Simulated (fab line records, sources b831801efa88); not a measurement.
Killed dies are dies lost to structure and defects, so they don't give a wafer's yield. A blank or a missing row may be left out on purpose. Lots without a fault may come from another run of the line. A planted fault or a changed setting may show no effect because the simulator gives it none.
Which tool did it? | flow gf180mcu | 6 lots, 18 wafers sampled, at 2 steps of a route of 602

WHAT THE GAUGES READ, wafer by wafer
GF_V5_THK_MEAS_03.
lot  | measured     | on            | V5_CVD_02_THK (nm)
L937 | day 26 14:26 | film_metro-04 | 1435 1443 1430
L941 | day 28 05:38 | film_metro-02 | 1440 1424 1464
L943 | day 28 12:02 | film_metro-04 | 1435 1431 1462
L946 | day 29 15:56 | film_metro-03 | 1420 1472 1449
L949 | day 30 10:14 | film_metro-04 | 1448 1430 1440
L957 | day 32 13:28 | film_metro-03 | 1434 1455 1460

WHICH TOOL RAN EACH LOT (tool, then ch and the chambers of the sampled wafers, then the start)
lot  | GF_M4_SPUTTER_03
L937 | pvd_sputter-02, day 22 19:38
L941 | pvd_sputter-02, day 24 15:14
L943 | pvd_sputter-02, day 24 22:45
L946 | pvd_sputter-04, day 26 04:30
L949 | pvd_sputter-01, day 26 23:10
L957 | pvd_sputter-02, day 29 09:04
- GF_M4_SPUTTER_03: material Ti, target thk 10 nm, time 6.7 s.

THE ANSWER, worked out from the rows above alone
Rule: what is usual is taken from the lots themselves. Put in order of their means at a reading, lots are off if they are a third of the lots or fewer, leave a main group of 4 or more, and stand apart from it by a gap of 3 or more times the standard deviation of the main group's means; of several such gaps the widest counts. A main group whose means are all the same, to the digits that the tables above print for the reading, isn't used. A lot without any number at a reading at which 4 lots or more have one is off too. The other lots that the step has rows for count as sound.
No lot is off at any reading shown: from this, nothing can be told.

WHAT THE SIMULATOR HAD PUT IN
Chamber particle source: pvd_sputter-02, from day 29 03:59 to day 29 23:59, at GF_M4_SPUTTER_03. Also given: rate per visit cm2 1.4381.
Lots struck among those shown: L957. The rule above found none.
